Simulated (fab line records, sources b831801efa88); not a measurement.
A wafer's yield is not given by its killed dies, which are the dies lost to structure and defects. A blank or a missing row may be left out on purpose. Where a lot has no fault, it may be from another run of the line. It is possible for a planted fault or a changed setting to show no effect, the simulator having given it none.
Chamber matching :: flow sky130 :: SKY_LI_CONTACT_CMP_02 on cmp-02: 4 sister chambers
The step polishes PSG. 8 wafers are shown with their chamber, then 7 later ones without.

== WAFERS PAIRED WITH THEIR CHAMBERS ==
wafer: L579.5
chamber: 2
motor-current-A (A): 13.3
time-to-endpoint-s (s): 26.8

wafer: L591.1
chamber: 2
motor-current-A (A): 13.1
time-to-endpoint-s (s): 29.7

wafer: L591.4
chamber: 1
motor-current-A (A): 12.4
time-to-endpoint-s (s): 30.7

wafer: L593.3
chamber: 3
motor-current-A (A): 11.2
time-to-endpoint-s (s): 30.5

wafer: L593.5
chamber: 0
motor-current-A (A): 11.0
time-to-endpoint-s (s): 32.7

wafer: L593.6
chamber: 1
motor-current-A (A): 13.1
time-to-endpoint-s (s): 28.0

wafer: L595.1
chamber: 0
motor-current-A (A): 10.0
time-to-endpoint-s (s): 31.2

wafer: L595.2
chamber: 3
motor-current-A (A): 11.6
time-to-endpoint-s (s): 29.7

== WAFERS WITHOUT THEIR CHAMBER ==
wafer: L595.3
motor-current-A (A): 13.6
time-to-endpoint-s (s): 26.7

wafer: L599.1
motor-current-A (A): 12.8
time-to-endpoint-s (s): 33.9

wafer: L599.2
motor-current-A (A): 13.7
time-to-endpoint-s (s): 29.4

wafer: L599.5
motor-current-A (A): 10.2
time-to-endpoint-s (s): 30.2

wafer: L600.4
motor-current-A (A): 13.0
time-to-endpoint-s (s): 29.3

wafer: L600.5
motor-current-A (A): 10.7
time-to-endpoint-s (s): 27.1

wafer: L600.6
motor-current-A (A): 10.5
time-to-endpoint-s (s): 32.4

== WHICH CHAMBER EACH WENT THROUGH ==
wafer: L595.3
from the rows above: can't be placed: 2 or 1
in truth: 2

wafer: L599.1
from the rows above: can't be placed: 1 or 2 or 3
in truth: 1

wafer: L599.2
from the rows above: can't be placed: 2 or 1
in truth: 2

wafer: L599.5
from the rows above: can't be placed: 0 or 3
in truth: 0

wafer: L600.4
from the rows above: can't be placed: 1 or 2
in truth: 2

wafer: L600.5
from the rows above: can't be placed: 3 or 0
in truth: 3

wafer: L600.6
from the rows above: 0
in truth: 0
Placed correctly: 1 of 7. Cannot be placed on the basis of these rows: 6; the candidates contain the true chamber in 6. Placed wrongly: 0.
How it was worked out, from the rows above alone: a wafer's distance from a chamber is the root of the sum, over the readings, of the square of ((its reading less the chamber's mean) divided by the reading's scatter). The wafer belongs to the nearest chamber; if the next one is less than 2 further off, it can't be placed. Each chamber's mean is taken over the wafers shown for it. The scatter is the square root of a quotient: the sum, over the shown wafers, of each reading's squared deviation from its chamber's mean, divided by wafers minus chambers.
